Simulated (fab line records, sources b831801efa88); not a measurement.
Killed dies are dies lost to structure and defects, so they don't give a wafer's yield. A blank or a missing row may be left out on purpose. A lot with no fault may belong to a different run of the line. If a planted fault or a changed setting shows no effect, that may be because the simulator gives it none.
A struck lot beside a sound one -- flow sfqLine -- 42 steps out of a route of 325
Sound: wafers L649.4, L649.5, L649.6. Struck: wafers L653.3, L653.6 (left out: L653.4, a lot-mate that was not struck); the cause follows at the end.
Per side, at each step with rows, come the tool, then ch with its chambers, and then its first start. Under that, the readings that differ: sound wafers -- struck wafers -- difference of the means -- sigmas: that difference in standard deviations of wafers without a fault.
alike: same words and numbers on both sides, and readings whose means sit less than 2 such deviations apart. not compared: any withheld reading, any reading some wafer has no value for, any bound like >300 that may hide the same value, and any number with overlapping values for which the record gives no deviation.
Wherever a step has rows on one side only, a row that says differs or no value, or a row with sigmas, the two part there. Non-overlapping numbers with no deviation appear without sigmas and do not part them. A reading that every wafer of one side lacks parts them only if that side has two wafers or more.

first, 6 steps without rows for these wafers: SFQ_TRILAYER_I3_VIA_LITHO_COAT_090 (resist thk 62 nm); SFQ_TRILAYER_I3_VIA_LITHO_COAT_085 (resist thk 650 nm); SFQ_TRILAYER_I3_VIA_LITHO_SOFTBAKE_089; SFQ_TRILAYER_I3_VIA_LITHO_EXPOSE_086 (exposes mask I3, target cd 500 nm); SFQ_TRILAYER_I3_VIA_LITHO_PEB_088 (peb time 60 s); SFQ_TRILAYER_I3_VIA_LITHO_DEVELOP_087 (time 60 s).
SFQ_I3_OVL_MEAS_923:
  sound on overlay-02 at day 46 05:05; struck on overlay-01 at day 47 07:18
  alike: I3_OVL
SFQ_TRILAYER_I3_VIA_BARC_OPEN_VIA_ETCH_121: etches BARC in O2, target depth 125 nm, time 41.7 s.
  sound on rieDiel-04 ch 0,1,2, day 46 05:08; struck on rieDiel-01 ch 1,3, day 47 07:19
  alike: drypumpMotorCurrentA, oesProductAu
  not compared: rfHoursCounterH
SFQ_TRILAYER_I3_VIA_ETCH_VIA_ETCH_088: etches SiO2 in CHF3, stops on Nb, target depth 260 nm.
  sound on rieDiel-04 ch 0,1,2, day 46 05:12; struck on rieDiel-01 ch 1,3, day 47 07:22
  alike: drypumpMotorCurrentA, oesProductAu
then, 3 steps without rows for these wafers: SFQ_TRILAYER_I3_VIA_STRIP_STRIP_089 (strips in O2); SFQ_TRILAYER_I3_VIA_STRIP_SOLV_CLEAN_090 (cleans in NMP, time 600 s); SFQ_TRILAYER_M4_DEP_PRE_CLEAN_092 (time 22.5 s).
SFQ_TRILAYER_M4_DEP_SPUTTER_091: material Nb, target thk 200 nm, time 133.3 s.
  sound on pvdSputter-03 at day 46 06:04; struck on pvdSputter-05 at day 47 08:17
reading,sound,struck,difference,sigmas
model.Nb_of_TRILAYER_M4_DEP_SPUTTER_091.thkNm (nm),199.7 199.8 199,182.7 182,-17.2,
  alike: throttleValvePct
SFQ_M4_RS_MEAS_924: measures by four-point-probe.
  sound on filmMetro-03 at day 46 06:13; struck on filmMetro-04 at day 47 08:25
reading,sound,struck,difference,sigmas
M4_NB_RS (ohm/sq),0.894 0.892 0.897,0.977 0.979,+0.084,+8
then, 6 steps without rows for these wafers: SFQ_TRILAYER_M4_LITHO_COAT_098 (resist thk 62 nm); SFQ_TRILAYER_M4_LITHO_COAT_093 (resist thk 600 nm); SFQ_TRILAYER_M4_LITHO_SOFTBAKE_097; SFQ_TRILAYER_M4_LITHO_EXPOSE_094 (exposes mask M4, target cd 500 nm); SFQ_TRILAYER_M4_LITHO_PEB_096 (peb time 60 s); SFQ_TRILAYER_M4_LITHO_DEVELOP_095 (time 60 s).
SFQ_M4_OVL_MEAS_926:
  sound on overlay-01 at day 46 10:07; struck on overlay-01 at day 47 10:49
  alike: M4_OVL
SFQ_TRILAYER_M4_BARC_OPEN_METAL_ETCH_123: etches BARC in O2, target depth 125 nm, time 41.7 s.
  sound on rieMetal-04 ch 0,1, day 46 10:09; struck on rieMetal-01 ch 0,1, day 47 10:51
  alike: drypumpMotorCurrentA, oesProductAu
  not compared: rfHoursCounterH
SFQ_TRILAYER_M4_ETCH_METAL_ETCH_096: etches Nb in Cl2/Ar, stops on SiO2, target depth 240 nm, time 120 s.
  sound on rieMetal-04 ch 0,1, day 46 10:14; struck on rieMetal-01 ch 0,1, day 47 10:56
reading,sound,struck,difference,sigmas
oesProductAu (a.u.),0.897 0.903 0.893,0.853 0.851,-0.046,-6
  alike: drypumpMotorCurrentA
  not compared: rfHoursCounterH
then, 2 steps without rows for these wafers: SFQ_TRILAYER_M4_STRIP_STRIP_097 (strips in O2); SFQ_TRILAYER_M4_STRIP_SOLV_CLEAN_098 (cleans in NMP, time 600 s).
SFQ_TRILAYER_I4_DEP_PECVD_099: deposits SiO2 from SiH4/N2O, time 111.11 s, target thk 500 nm.
  sound on pecvd-01 ch 0,1, day 46 11:08; struck on pecvd-03 ch 0,1, day 47 11:47
  alike: heaterPowerW, throttleValvePct
then, 1 step without rows for these wafers: SFQ_TRILAYER_I4_CMP_CMP_100 (polishes SiO2).
SFQ_I4_BOW_MEAS_927:
  sound on filmMetro-01 at day 47 10:47; struck on filmMetro-03 at day 48 11:22
  alike: I4_BOW
then, 7 steps without rows for these wafers: SFQ_TRILAYER_I4_METRO_MEASURE_101; SFQ_TRILAYER_I4_VIA_LITHO_COAT_108 (resist thk 62 nm); SFQ_TRILAYER_I4_VIA_LITHO_COAT_103 (resist thk 650 nm); SFQ_TRILAYER_I4_VIA_LITHO_SOFTBAKE_107; SFQ_TRILAYER_I4_VIA_LITHO_EXPOSE_104 (exposes mask I4, target cd 700 nm); SFQ_TRILAYER_I4_VIA_LITHO_PEB_106 (peb time 60 s); SFQ_TRILAYER_I4_VIA_LITHO_DEVELOP_105 (time 60 s).
-- the record jumps here: 6 days lie between the struck wafers' starts before and after --
SFQ_I4_OVL_MEAS_928:
  sound on overlay-02 at day 52 19:28; struck on overlay-02 at day 54 00:23
  alike: I4_OVL
SFQ_TRILAYER_I4_VIA_BARC_OPEN_VIA_ETCH_146: etches BARC in O2, target depth 125 nm, time 41.7 s.
  sound on rieDiel-01 ch 0,1,3, day 52 19:29; struck on rieDiel-01 ch 0,2, day 54 00:25
  alike: drypumpMotorCurrentA, oesProductAu
  not compared: rfHoursCounterH
then, 4 steps without rows for these wafers: SFQ_TRILAYER_I4_VIA_ETCH_VIA_ETCH_106 (etches SiO2 in CHF3, stops on Nb, target depth 260 nm); SFQ_TRILAYER_I4_VIA_STRIP_STRIP_107 (strips in O2); SFQ_TRILAYER_I4_VIA_STRIP_SOLV_CLEAN_108 (cleans in NMP, time 600 s); SFQ_TRILAYER_JJ_TRILAYER_DEP_PRE_CLEAN_113 (time 22.5 s).
-- the record jumps here: 36 days lie between the struck wafers' starts before and after --
SFQ_M8_BOW_MEAS_951:
  sound on filmMetro-02 at day 85 12:19; struck on filmMetro-02 at day 89 12:44
reading,sound,struck,difference,sigmas
model.etest.m4.ohmUm,1.79 1.783 1.794,1.956 1.955,+0.167,
model.etest.i3.linkOhm,1.97 1.966 1.979,2.071 2.075,+0.101,
model.etest.m4.ohmSq,0.8923 0.8917 0.8957,0.9752 0.979,+0.0839,
model.etest.i4.linkOhm,2.158 2.162 2.178,2.237 2.255,+0.080,
  alike: M8_BOW

## WHERE THEY PART
Earliest at SFQ_M4_RS_MEAS_924; latest, in this record, at SFQ_TRILAYER_M4_ETCH_METAL_ETCH_096. Later steps at which nothing parts them and some readings are alike: SFQ_TRILAYER_I4_DEP_PECVD_099, SFQ_I4_BOW_MEAS_927, SFQ_I4_OVL_MEAS_928, SFQ_TRILAYER_I4_VIA_BARC_OPEN_VIA_ETCH_146, SFQ_M8_BOW_MEAS_951.

WHY: what the simulator had put in
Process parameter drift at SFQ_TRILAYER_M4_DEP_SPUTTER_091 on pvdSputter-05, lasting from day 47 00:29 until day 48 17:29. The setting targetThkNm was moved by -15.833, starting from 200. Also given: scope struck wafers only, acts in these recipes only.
